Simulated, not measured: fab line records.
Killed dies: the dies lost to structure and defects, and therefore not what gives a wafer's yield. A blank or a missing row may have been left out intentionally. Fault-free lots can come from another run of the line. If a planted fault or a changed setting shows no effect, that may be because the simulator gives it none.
Which of the tools did it? ; flow gf180mcu ; 12 lots, 36 wafers sampled, at 4 steps of a route of 602

## WHAT THE GAUGES READ, wafer by wafer
GF_V5_THK_MEAS_03. Usual: V5_CVD_02_THK gives 1445 nm (standard deviation 18).
lot;measured;on;V5_CVD_02_THK (nm);flag
L155;day 26 05:47;film_metro-03;1455 1470 1458;
L156;day 26 15:57;film_metro-02;1435 1448 1456;
L158;day 27 08:34;film_metro-04;1445 1448 1472;
L162;day 28 17:07;film_metro-03;1415 1575 1429 1415 1576 1429;
L163;day 29 08:28;film_metro-03;1436 1587 1464 1436 1586 1464;
L169;day 30 15:16;film_metro-03;1432 1429 1432;
L172;day 31 13:15;film_metro-04;1417 1429 1438;
L173;day 31 17:04;film_metro-02;1469 1467 1464;
L175;day 32 05:03;film_metro-02;1416 1419 1404;
L176;day 32 11:53;film_metro-02;1440 1439 1461;
L177;day 32 16:52;film_metro-03;1428 1433 1462;
L178;day 33 06:55;film_metro-02;1444 1443 1456;

## WHICH TOOL RAN EACH LOT (tool, then ch and the chambers of the sampled wafers, then the start)
lot;GF_MIM_SPUTTER_08;GF_MIM_STRIP_20;GF_V5_CVD_02
L155;pvd_sputter-02, day 24 09:54;plasma_asher-03 ch 0,1, day 25 07:18;pecvd-02 ch 0,1,2, day 26 05:41
L156;pvd_sputter-04, day 24 20:25;plasma_asher-03 ch 0,1, day 25 17:50;pecvd-04 ch 1,2, day 26 15:50
L158;pvd_sputter-04, day 25 13:29;plasma_asher-03 ch 0,1, day 26 10:00;pecvd-01 ch 1,2, day 27 08:28
L162;pvd_sputter-02, day 27 00:17;plasma_asher-03 ch 0,1, day 27 20:39;pecvd-01 ch 0,1, day 28 17:01
L163;pvd_sputter-02, day 27 15:43;plasma_asher-03 ch 0,1, day 28 11:43;pecvd-01 ch 0,1, day 29 08:20
L169;pvd_sputter-03, day 29 01:13;plasma_asher-03 ch 0,1, day 29 19:09;pecvd-04 ch 1,2, day 30 15:10
L172;pvd_sputter-04, day 29 23:29;plasma_asher-02 ch 0,1, day 30 18:10;pecvd-02 ch 0,2, day 31 13:08
L173;pvd_sputter-03, day 30 03:45;plasma_asher-02 ch 0,1, day 30 22:05;pecvd-02 ch 1,2, day 31 16:56
L175;pvd_sputter-04, day 30 17:30;plasma_asher-01 ch 0,1, day 31 10:30;pecvd-02 ch 0,1,2, day 32 04:56
L176;pvd_sputter-02, day 30 22:46;plasma_asher-02 ch 0,1, day 31 17:06;pecvd-04 ch 0,1, day 32 11:47
L177;pvd_sputter-04, day 31 04:59;plasma_asher-02 ch 0,1, day 31 22:28;pecvd-01 ch 0,1, day 32 16:45
L178;pvd_sputter-04, day 31 19:48;plasma_asher-01 ch 0,1, day 32 12:53;pecvd-01 ch 0,1,2, day 33 06:47
- GF_MIM_SPUTTER_08: material AlCu, target thk 200 nm, time 10.6 s.
- GF_MIM_STRIP_20: strips in O2/N2.
- GF_V5_CVD_02: deposits SiO2 from TEOS, target thk 1450 nm, time 163.28 s.

## WHAT THE TOOLS THEMSELVES READ (means of the sampled wafers that have a number; where no wafer has one, the mark that the record gives instead)
GF_MIM_SPUTTER_08. Usual: throttle_valve_pct reads 29.3 % (standard deviation 1.2).
lot;tool;throttle_valve_pct (%);flag
L155;pvd_sputter-02;28.1;
L156;pvd_sputter-04;30.2;
L158;pvd_sputter-04;30.2;
L162;pvd_sputter-02;28.3;
L163;pvd_sputter-02;29.2;
L169;pvd_sputter-03;29.1;
L172;pvd_sputter-04;29.7;
L173;pvd_sputter-03;30.4;
L175;pvd_sputter-04;30.2;
L176;pvd_sputter-02;29.0;
L177;pvd_sputter-04;30.2;
L178;pvd_sputter-04;30.4;

GF_MIM_STRIP_20. Usual: drypump_motor_current_A 5.9 A, standard deviation 0.36; heater_power_w 342 W, standard deviation 21; n2_flow_sccm 300.1 sccm, standard deviation 0.87; oes_product_au 0.691 a.u., standard deviation 0.0042; strip_time_to_endpoint_s 11.23 s, standard deviation 0.044.
lot;tool;drypump_motor_current_A (A);heater_power_w (W);n2_flow_sccm (sccm);oes_product_au (a.u.);strip_time_to_endpoint_s (s);flag
L155;plasma_asher-03;6.0;335;300.3;0.691;11.19;
L156;plasma_asher-03;6.3;332;299.8;0.690;11.18;
L158;plasma_asher-03;6.2;336;299.7;0.686;11.22;
L162;plasma_asher-03;6.0;336;299.7;0.692;11.22;
L163;plasma_asher-03;6.3;333;300.6;0.694;11.26;
L169;plasma_asher-03;6.0;331;300.2;0.690;11.21;
L172;plasma_asher-02;5.6;364;299.3;0.689;11.23;
L173;plasma_asher-02;5.9;348;301.1;0.699;11.28;
L175;plasma_asher-01;5.9;333;300.1;0.691;11.25;
L176;plasma_asher-02;5.6;365;299.3;0.696;11.25;
L177;plasma_asher-02;5.9;349;299.9;0.692;11.25;
L178;plasma_asher-01;6.0;346;299.9;0.692;11.16;

GF_V5_CVD_02. Usual: heater_power_outer_w 361 W, standard deviation 81; heater_power_w 636 W, standard deviation 110.
lot;tool;heater_power_outer_w (W);heater_power_w (W);flag
L155;pecvd-02;406;665;
L156;pecvd-04;416;728;
L158;pecvd-01;302;586;
L162;pecvd-01;289;536;
L163;pecvd-01;332;581;
L169;pecvd-04;353;653;
L172;pecvd-02;376;644;
L173;pecvd-02;380;617;
L175;pecvd-02;406;674;
L176;pecvd-04;317;597;
L177;pecvd-01;332;579;
L178;pecvd-01;343;615;

## THE ANSWER, worked out from the rows above alone
Rule: a lot counts as off when the mean over its wafers that have a number is more than 3 standard deviations away from the usual mean. Also off: a lot with no number at a reading for which 4 or more lots have one. Any other lot the step has rows for is counted as sound. After the gauges, taken in route order, come the tools' own readings; for these a lot's mean is taken, as printed above. At the first step where some lot is off, the reading lying furthest off is the one used; lots without a number count as furthest.
No lot is off at any reading shown: from this, nothing can be told.

## WHAT THE SIMULATOR HAD INSERTED
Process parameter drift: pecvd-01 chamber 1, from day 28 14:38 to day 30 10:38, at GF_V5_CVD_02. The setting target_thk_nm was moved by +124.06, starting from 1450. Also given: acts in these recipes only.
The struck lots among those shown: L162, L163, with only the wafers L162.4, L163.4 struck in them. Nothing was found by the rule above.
